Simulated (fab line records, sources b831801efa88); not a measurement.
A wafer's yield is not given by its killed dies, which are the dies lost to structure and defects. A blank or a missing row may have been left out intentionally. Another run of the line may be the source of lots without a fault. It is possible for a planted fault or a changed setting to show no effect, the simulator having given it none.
The same fault as seen by 2 desks + flow gf180mcu + numbers are kept per desk, each desk with only its own; the story behind them comes last

== DESK OF THE TOOL OWNER: pecvd-04 ==
The tool's own readings at GF_PASSIVATION_CVD_00 (deposits SiO2 from TEOS, target thk 1000 nm, time 111.95 s): means of the sampled wafers that have a number, for each lot that ran on this tool. If a lot's mean is further than 4 standard deviations from the usual mean, the lot is out of limits and carries the mark OUT (the distance appears in the brackets).
Columns: A = heater power w at GF_PASSIVATION_CVD_00, usual 614 W; B = run length s at GF_PASSIVATION_CVD_00, usual 139.8 s
| lot  | first seen here | A   | B               |
|------|-----------------|-----|-----------------|
| L769 | day 30 18:14    | 455 | 139.5           |
| L770 | day 30 22:16    | 470 | 139.7           |
| L771 | day 31 04:04    | 569 | 135.4 (-10) OUT |
| L774 | day 31 21:40    | 496 | 131.0 (-20) OUT |
This desk's finding: out of limits on L771, L774; first on L771, day 31 04:04 (run length s at GF_PASSIVATION_CVD_00). In limits: L769, L770.

== THE METROLOGY DESK ==
What the gauges read, lot by lot, whatever tool the lot ran on: means of the sampled wafers that have a number. If a lot's mean is further than 4 standard deviations from the usual mean, the lot is out of limits and carries the mark OUT (the distance appears in the brackets).
Columns: A = TOP_METAL_OVL at GF_TOP_METAL_OVL_MEAS_15, usual -0.3 nm; B = PASSIVATION_CVD_00_THK at GF_PASSIVATION_THK_MEAS_01, usual 1003 nm
| lot  | first seen here | A    | B              |
|------|-----------------|------|----------------|
| L761 | day 28 03:38    | -0.4 | 1013           |
| L762 | day 28 11:59    | 1.4  | 998            |
| L765 | day 29 10:38    | 0.7  | 1013           |
| L767 | day 30 00:50    | -0.1 | 1000           |
| L769 | day 30 17:29    | -1.4 | 1016           |
| L770 | day 30 21:32    | -0.6 | 1014           |
| L771 | day 31 03:19    | -0.6 | 973            |
| L774 | day 31 20:49    | 1.2  | 926 (-6.4) OUT |
| L781 | day 33 12:32    | 1.0  | 1000           |
| L782 | day 33 18:55    | -0.7 | 1019           |
| L784 | day 34 02:44    | 2.4  | 1005           |
Finding of this desk: L774 out of limits, first seen on L774 at day 31 21:44 (PASSIVATION_CVD_00_THK at GF_PASSIVATION_THK_MEAS_01). In limits: L761, L762, L765, L767, L769, L770, L771, L781, L782, L784.

== TAKEN TOGETHER ==
On L771, L774, at day 31 04:04, an alarm was possible from the tool owner's desk.
Metrology desk: alarm possible at day 31 21:44 on L774.
The metrology desk has L771 on record, within its limits.
On pecvd-04, each named lot ran GF_PASSIVATION_CVD_00.

== WHAT THE SIMULATOR HAD INSERTED ==
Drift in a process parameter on pecvd-04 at GF_PASSIVATION_CVD_00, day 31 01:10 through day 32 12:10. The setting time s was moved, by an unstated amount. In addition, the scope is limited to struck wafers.
Lots struck among those shown: L771, L774.
Fault start to first reading out of limits, in hours, per desk: tool owner, 3; metrology, 21.
